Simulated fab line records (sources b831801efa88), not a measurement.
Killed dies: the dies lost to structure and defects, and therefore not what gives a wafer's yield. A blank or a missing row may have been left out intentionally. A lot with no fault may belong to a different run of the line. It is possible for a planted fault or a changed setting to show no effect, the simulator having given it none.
fab line records ; flow sky130
record lots=14; wafers=42; last_day=51
route steps=708 shown LDD_HVP@282 LDD_LDN@296
lots untouched by any fault: they come from a run of this same line in which no faults occurred
start_h: the number of hours between the record's first day and the start of the first shown wafer of the lot ; wait_h: hours elapsed since this lot's preceding step ; " the same as in the row above ; L1.1+2: several wafers, shown together as one row ; - no value present, or no start provided ; * or withheld: withheld ; < > ~ a bound
route shown NAME@n: names a module that has steps shown in the file, with the first one's number in the route ; usual: mean/standard deviation taken from wafers without a fault ; same: alike in all rows ; chamber/n: place in a boat ; sites: the reading at each site ; _std_site: standard deviation across them ; _edge_site: mean of outer sites minus mean of inner sites ; radius_mm: how far each site lies from the wafer's centre ; mask NAME#n: copy n ; behind: the last tool/chamber to shape the wafer ; hold: reason for holding the lot/hours on hold/outcome of the hold ; device: transistor that didn't switch, given as n, p or np ; end of line: the same wafers' tests at the end of the route ; where a step has no rows: the recipe by itself ; killed: count of dies lost to structure and defects at first sort (not the wafer's yield) ; map: shows each die of a wafer: x if killed, . if not, _ if none is there
set.NAME: the setting as run; set.NAME@STEP: as run at that earlier step ; model.NAME: the simulator's own value behind a step, which no gauge read
the route's steps for a sample of lots (tables are steps, rows are wafers)
services: from which hour (start_h, from the record's first day; less than 0 if before it) a tool's chamber was out of use, for how many hours, and why
## steps
# step SKY_LDD_HVP_EXPOSE_04
# recipe mask_id=HVPTM; na=0.6; source_shape=conventional; sigma_outer=0.6; polarization=unpolarized; target_cd_nm=700; dose_mj=86
# usual exposure_dose_mJ_cm2=86.00/0.071; focus_offset_nm=0.0/0.56
lot.wafer;tool;chamber;start_h;wait_h;mask;exposure_dose_mJ_cm2;focus_offset_nm
L482.1;iline_stepper-02;0;499.24;-;HVPTM#0;85.93;-0.2
L482.2;iline_stepper-02;0;499.24;-;HVPTM#0;85.90;0.2
L482.6;iline_stepper-02;0;499.24;-;HVPTM#0;86.06;-0.4
L484.2;iline_stepper-02;0;515.61;-;HVPTM#0;86.00;-0.8
L484.3;iline_stepper-02;0;515.61;-;HVPTM#0;86.00;-0.7
L484.6;iline_stepper-02;0;515.61;-;HVPTM#0;85.95;-0.9
L485.3;iline_stepper-02;0;523.68;-;HVPTM#0;86.08;0.2
L485.5;iline_stepper-02;0;523.68;-;HVPTM#0;86.07;-0.7
L485.6;iline_stepper-02;0;523.68;-;HVPTM#0;85.99;0.4
L486.1;iline_stepper-01;0;544.20;-;HVPTM#0;86.03;0.8
L486.2;iline_stepper-01;0;544.20;-;HVPTM#0;86.05;0.7
L486.6;iline_stepper-01;0;544.20;-;HVPTM#0;86.00;0.0
L487.1;iline_stepper-02;0;551.14;-;HVPTM#0;86.06;-0.4
L487.4;iline_stepper-02;0;551.14;-;HVPTM#0;86.07;0.4
L487.6;iline_stepper-02;0;551.14;-;HVPTM#0;85.96;0.4
L488.1;iline_stepper-01;0;560.31;-;HVPTM#0;85.97;-0.5
L488.3;iline_stepper-01;0;560.31;-;HVPTM#0;86.02;-0.6
L488.5;iline_stepper-01;0;560.31;-;HVPTM#0;85.89;-0.7
L492.1;iline_stepper-02;0;581.47;-;HVPTM#0;86.10;0.1
L492.4;iline_stepper-02;0;581.47;-;HVPTM#0;85.93;-0.4
L492.6;iline_stepper-02;0;581.47;-;HVPTM#0;85.99;-0.3
L493.3;iline_stepper-02;0;590.85;-;HVPTM#0;85.88;-0.1
L493.4;iline_stepper-02;0;590.85;-;HVPTM#0;86.02;-0.5
L493.6;iline_stepper-02;0;590.85;-;HVPTM#0;86.02;-0.5
L495.2;iline_stepper-01;0;608.73;-;HVPTM#0;86.09;-0.8
L495.5;iline_stepper-01;0;608.73;-;HVPTM#0;86.08;-1.8
L495.6;iline_stepper-01;0;608.73;-;HVPTM#0;86.17;0.3
L496.1;iline_stepper-02;0;608.96;-;HVPTM#0;86.07;-0.8
L496.2;iline_stepper-02;0;608.96;-;HVPTM#0;86.00;0.3
L496.3;iline_stepper-02;0;608.96;-;HVPTM#0;85.95;-0.4
L498.2;iline_stepper-02;-;627.21;-;HVPTM#0;-;-
L498.3;iline_stepper-02;-;627.21;-;HVPTM#0;-;-
L498.5;iline_stepper-02;-;627.21;-;HVPTM#0;-;-
L499.1;iline_stepper-01;-;630.44;-;HVPTM#0;-;-
L499.4;iline_stepper-01;-;630.44;-;HVPTM#0;-;-
L499.5;iline_stepper-01;-;630.44;-;HVPTM#0;-;-
L502.2;iline_stepper-02;0;651.71;-;HVPTM#0;86.11;-0.2
L502.3;iline_stepper-02;0;651.71;-;HVPTM#0;86.07;-0.4
L502.6;iline_stepper-02;0;651.71;-;HVPTM#0;86.06;-0.4
L505.4;iline_stepper-01;0;675.65;-;HVPTM#0;85.94;0.6
L505.5;iline_stepper-01;0;675.65;-;HVPTM#0;86.02;0.6
L505.6;iline_stepper-01;0;675.65;-;HVPTM#0;85.87;1.3
# step SKY_LDD_HVP_OVL_MEAS_07
# usual LDD_HVP_OVL=0.0/1.5
lot.wafer;tool;chamber;start_h;wait_h;LDD_HVP_OVL[nm]
L482.1;overlay-01;-;514.99;0.1;-3.5
L482.2;overlay-01;-;514.99;0.1;-0.5
L482.6;overlay-01;-;514.99;0.1;-1.9
L484.2;overlay-02;-;529.72;0.1;-0.2
L484.3;overlay-02;-;529.72;0.1;0.0
L484.6;overlay-02;-;529.72;0.1;-1.9
L485.3;overlay-02;-;537.70;0.1;2.3
L485.5;overlay-02;-;537.70;0.1;0.7
L485.6;overlay-02;-;537.70;0.1;0.1
L486.1;overlay-02;-;558.19;0.1;-3.0
L486.2;overlay-02;-;558.19;0.1;-0.3
L486.6;overlay-02;-;558.19;0.1;-1.6
L487.1;overlay-02;-;564.84;0.1;-0.6
L487.4;overlay-02;-;564.84;0.1;-0.4
L487.6;overlay-02;-;564.84;0.1;0.3
L488.1;overlay-01;-;575.47;0.1;-2.7
L488.3;overlay-01;-;575.47;0.1;-1.4
L488.5;overlay-01;-;575.47;0.1;-1.6
L492.1;overlay-02;-;595.04;0.1;0.4
L492.4;overlay-02;-;595.04;0.1;-1.0
L492.6;overlay-02;-;595.04;0.1;-0.1
L493.3;overlay-02;-;605.55;0.1;-0.3
L493.4;overlay-02;-;605.55;0.1;0.5
L493.6;overlay-02;-;605.55;0.1;-0.4
L495.2;overlay-02;-;622.47;0.1;-0.9
L495.5;overlay-02;-;622.47;0.1;-2.2
L495.6;overlay-02;-;622.47;0.1;-1.5
L496.1;overlay-01;-;622.84;0.1;3.8
L496.2;overlay-01;-;622.84;0.1;1.1
L496.3;overlay-01;-;622.84;0.1;0.7
L498.2;overlay-01;-;642.39;0.1;-
L498.3;overlay-01;-;642.39;0.1;-
L498.5;overlay-01;-;642.39;0.1;-
L499.1;overlay-01;-;645.49;0.1;-
L499.4;overlay-01;-;645.49;0.1;-
L499.5;overlay-01;-;645.49;0.1;-
L502.2;overlay-02;-;665.52;0.1;1.4
L502.3;overlay-02;-;665.52;0.1;0.2
L502.6;overlay-02;-;665.52;0.1;-0.2
L505.4;overlay-01;-;688.71;0.1;-2.2
L505.5;overlay-01;-;688.71;0.1;-0.5
L505.6;overlay-01;-;688.71;0.1;-2.7
# step SKY_LDD_LDN_OVL_MEAS_07
# usual LDD_LDN_OVL=1.0/1.3
lot.wafer;tool;chamber;start_h;wait_h;LDD_LDN_OVL[nm]
L482.1;overlay-01;-;545.10;0.1;-0.1
L482.2;overlay-01;-;545.10;0.1;0.7
L482.6;overlay-01;-;545.10;0.1;-0.4
L484.2;overlay-01;-;558.99;0.1;1.6
L484.3;overlay-01;-;558.99;0.1;1.7
L484.6;overlay-01;-;558.99;0.1;-0.9
L485.3;overlay-01;-;567.30;0.1;0.0
L485.5;overlay-01;-;567.30;0.1;1.7
L485.6;overlay-01;-;567.30;0.1;-0.6
L486.1;overlay-01;-;588.14;0.1;0.1
L486.2;overlay-01;-;588.14;0.1;0.8
L486.6;overlay-01;-;588.14;0.1;1.0
L487.1;overlay-01;-;594.19;0.1;1.5
L487.4;overlay-01;-;594.19;0.1;0.9
L487.6;overlay-01;-;594.19;0.1;0.6
L488.1;overlay-02;-;604.64;0.1;2.0
L488.3;overlay-02;-;604.64;0.1;3.1
L488.5;overlay-02;-;604.64;0.1;3.3
L492.1;overlay-02;-;623.94;0.1;1.6
L492.4;overlay-02;-;623.94;0.1;3.2
L492.6;overlay-02;-;623.94;0.1;0.9
L493.3;overlay-01;-;634.00;0.1;1.6
L493.4;overlay-01;-;634.00;0.1;3.6
L493.6;overlay-01;-;634.00;0.1;1.9
L495.2;overlay-02;-;651.79;0.1;0.9
L495.5;overlay-02;-;651.79;0.1;1.4
L495.6;overlay-02;-;651.79;0.1;0.7
L496.1;overlay-01;-;651.84;0.1;-0.3
L496.2;overlay-01;-;651.84;0.1;-0.3
L496.3;overlay-01;-;651.84;0.1;1.1
L498.2;overlay-01;-;671.49;0.1;2.6
L498.3;overlay-01;-;671.49;0.1;0.7
L498.5;overlay-01;-;671.49;0.1;2.6
L499.1;overlay-02;-;674.79;0.1;-1.0
L499.4;overlay-02;-;674.79;0.1;0.7
L499.5;overlay-02;-;674.79;0.1;1.1
L502.2;overlay-01;-;694.60;0.1;2.3
L502.3;overlay-01;-;694.60;0.1;1.7
L502.6;overlay-01;-;694.60;0.1;3.2
L505.4;overlay-01;-;716.91;0.1;-1.4
L505.5;overlay-01;-;716.91;0.1;0.5
L505.6;overlay-01;-;716.91;0.1;-0.7
# step SKY_LDD_LDN_TW_MEAS_13
# usual LDD_LDN_TW=1464/7.1
lot.wafer;tool;chamber;start_h;wait_h;LDD_LDN_TW
L482.1;film_metro-03;-;545.84;0.1;1468
L482.2;film_metro-03;-;545.84;0.1;1468
L482.6;film_metro-03;-;545.84;0.1;1469
L484.2;film_metro-03;-;559.73;0.1;1458
L484.3;film_metro-03;-;559.73;0.1;1461
L484.6;film_metro-03;-;559.73;0.1;1466
L485.3;film_metro-03;-;568.04;0.1;1454
L485.5;film_metro-03;-;568.04;0.1;1465
L485.6;film_metro-03;-;568.04;0.1;1457
L486.1;film_metro-03;-;588.88;0.1;1461
L486.2;film_metro-03;-;588.88;0.1;1462
L486.6;film_metro-03;-;588.88;0.1;1468
L487.1;film_metro-01;-;594.93;0.1;1473
L487.4;film_metro-01;-;594.93;0.1;1464
L487.6;film_metro-01;-;594.93;0.1;1468
L488.1;film_metro-01;-;605.37;0.1;1477
L488.3;film_metro-01;-;605.37;0.1;1475
L488.5;film_metro-01;-;605.37;0.1;1477
L492.1;film_metro-01;-;624.68;0.1;1457
L492.4;film_metro-01;-;624.68;0.1;1459
L492.6;film_metro-01;-;624.68;0.1;1455
L493.3;film_metro-01;-;634.74;0.1;1459
L493.4;film_metro-01;-;634.74;0.1;1465
L493.6;film_metro-01;-;634.74;0.1;1463
L495.2;film_metro-01;-;652.53;0.1;1463
L495.5;film_metro-01;-;652.53;0.1;1470
L495.6;film_metro-01;-;652.53;0.1;1466
L496.1;film_metro-03;-;652.58;0.1;1461
L496.2;film_metro-03;-;652.58;0.1;1463
L496.3;film_metro-03;-;652.58;0.1;1460
L498.2;film_metro-01;-;672.23;0.1;1474
L498.3;film_metro-01;-;672.23;0.1;1473
L498.5;film_metro-01;-;672.23;0.1;1473
L499.1;film_metro-03;-;675.53;0.1;1468
L499.4;film_metro-03;-;675.53;0.1;1465
L499.5;film_metro-03;-;675.53;0.1;1464
L502.2;film_metro-03;-;695.34;0.1;1461
L502.3;film_metro-03;-;695.34;0.1;1462
L502.6;film_metro-03;-;695.34;0.1;1458
L505.4;film_metro-01;-;717.65;0.1;1468
L505.5;film_metro-01;-;717.65;0.1;1470
L505.6;film_metro-01;-;717.65;0.1;1464
## services
tool;chamber;start_h;hours;kind
iline_stepper-02;0;562.58;-;calibration
iline_stepper-02;-;569.24;1.7;pm
iline_stepper-01;0;625.11;-;calibration
iline_stepper-01;-;663.15;1.7;pm
## key
first_sign step=SKY_LDD_HVP_EXPOSE_04; reading=tool_record; direction=missing
effect none on later readings
met_at SKY_LDD_HVP_EXPOSE_04
struck_lots L498,L499
sort_left_out L498.2,L498.3,L498.5,L499.1,L499.4,L499.5
tester_left_out L498,L499
not_acting_at SKY_LDD_HVP_OVL_MEAS_07,SKY_LDD_LDN_OVL_MEAS_07,SKY_LDD_LDN_TW_MEAS_13
onset_between 608.96 627.21
fault kind=skipped_step_whole; tool=iline_stepper-01,iline_stepper-02; chamber=-; onset_h=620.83; steps=SKY_LDD_HVP_EXPOSE_04; scope=struck_lots_only
# tester_left_out: of these lots the tester's yield and bins aren't shown, on N5 and GAA mostly nor the transistor test; their killed dies are dies lost to structure and defects alone, not to doping, threshold or leakage, so they don't give the yield
# sort_left_out: the simulated sort isn't trusted on such a fault, so these wafers' sort isn't shown, and their yield isn't known
